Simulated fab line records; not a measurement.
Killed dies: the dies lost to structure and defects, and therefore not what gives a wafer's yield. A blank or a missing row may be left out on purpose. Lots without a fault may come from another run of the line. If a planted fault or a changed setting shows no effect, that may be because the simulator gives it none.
Code-filled problem report in 8D (eight disciplines) form | flow gf180mcu | the parts of the form that need people (team, actions taken, sign-off) are left out

1. WHAT WENT WRONG
Mean of stripTimeToEndpointS at GF_M2_STRIP_17: 10.24 s across 6 wafers in 2 lots; on wafers with no fault it is 7.36 s (standard deviation 0.064). Relative to the usual mean, that is a shift of +45 standard deviations.
The step: strips in O2/N2.
Seen first at day 25 09:59 on plasmaAsher-02, wafer L342.2. At this step, 33 wafers from 11 lots have a number in the record. Rule for "out", or "out of limits": more than 4 standard deviations from the usual mean. The rest of the wafers with a number are treated as sound.

2. WHAT IT IS, AND WHAT IT ISN'T
question                    | is                                 | is not
which readings at this step | stripTimeToEndpointS, oesProductAu | drypumpMotorCurrentA, heaterPowerW
which lots                  | L342, L343                         | L325, L326, L327, L334, L336, L338, L345, L346, L347
which wafers of those lots  | all that have a number             | -
read on which tools         | plasmaAsher-02, plasmaAsher-03     | plasmaAsher-01
when                        | from day 25 09:59                  | up to then (18 sound wafers); but 9 sound wafers of L345, L346, L347 came after

3. WHAT RULES OUT EACH SUSPECT
Counting: any tool at a process step up to the reading is kept as a suspect provided that every lot that is out went through it and no sound lot did after the first of them.
- plasmaAsher-04 at GF_M1_STRIP_17 (strips in O2/N2): ruled out as a lasting fault. Sound lots L347 ran on it after its first lot that is out, L342 (day 23 11:06).
- rieMetal-03 at GF_M2_METAL_ETCH_16 (etches the open film in Cl2/BCl3, stops on SiO2, target depth 750.8 nm, time 125.1 s): kept. Every lot that is out went through it, starting with L342 (day 25 09:52), and after that it ran no sound lot; the last sound lot it ran before then is L327 (day 20 05:52).
The count leaves rieMetal-03 at GF_M2_METAL_ETCH_16.

4. THE CAUSE (what the simulator had put in)
At GF_M2_METAL_ETCH_16, the step was skipped entirely on rieMetal-03 from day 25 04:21 on. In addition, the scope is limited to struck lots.
Counting left only this tool.

5. SEQUENCE OF EFFECTS, ordered by route
One row per reading whose mean, taken over the struck wafers that have a number, lies over 3 standard deviations from the usual. Only readings whose record carries a usual standard deviation are examined. hours: median over the lots of the time between each lot's start at the first step of this table that gives one and its start at this step. sigmas: the change, counted in usual standard deviations.
hours | step                    | reading              | usual      | on struck wafers | change | sigmas
0     | GF_M2_STRIP_17          | oesProductAu         | 0.537 a.u. | 0.662            | +0.125 | +25
0     | GF_M2_STRIP_17          | stripTimeToEndpointS | 7.36 s     | 10.24            | +2.88  | +45
200   | GF_PASSIVATION_PROBE_99 | defectLimitedYield   | 90.3 %     | 0.0              | -90.3  | -60
200   | GF_PASSIVATION_PROBE_99 | killed_at_M0_to_M3   | 21         | 465              | +444   | +99
200   | GF_PASSIVATION_PROBE_99 | killedDies           | 48         | 492              | +444   | +61
200   | GF_PASSIVATION_PROBE_99 | killedOnRim          | 9.0        | 96.0             | +87.0  | +30
200   | GF_PASSIVATION_PROBE_99 | sort_bin_5_function  | 5.7 %      | 96.1             | +90.4  | +90
200   | GF_PASSIVATION_PROBE_99 | sortNPass            | 444        | 0                | -444   | -61
200   | GF_PASSIVATION_PROBE_99 | sortYieldPct         | 90.3 %     | 0.0              | -90.3  | -60
Process steps it contains:
- GF_M2_STRIP_17: strips in O2/N2.
- GF_PASSIVATION_PROBE_99
Readings that are blank on the struck wafers while sound wafers have them: bcl3FlowSccm at GF_M2_METAL_ETCH_16; biasW at GF_M2_METAL_ETCH_16; drypumpMotorCurrentA at GF_M2_METAL_ETCH_16; oesProductAu at GF_M2_METAL_ETCH_16; throttleValvePct at GF_M2_METAL_ETCH_16.

6. WHAT WOULD HAVE CAUGHT IT SOONER
In this record no reading fell out of limits until day 25 09:59, 6 hours after the fault had begun at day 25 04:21.
At GF_M2_METAL_ETCH_16 the tool's readings are blank on the struck wafers, where sound wafers have them: an empty tool record is the first sign, and it was there at once.
Lots out: 2; of these, L343 started GF_M2_METAL_ETCH_16 on rieMetal-03 after day 25 09:59. Holding the tool at that time would have saved it.
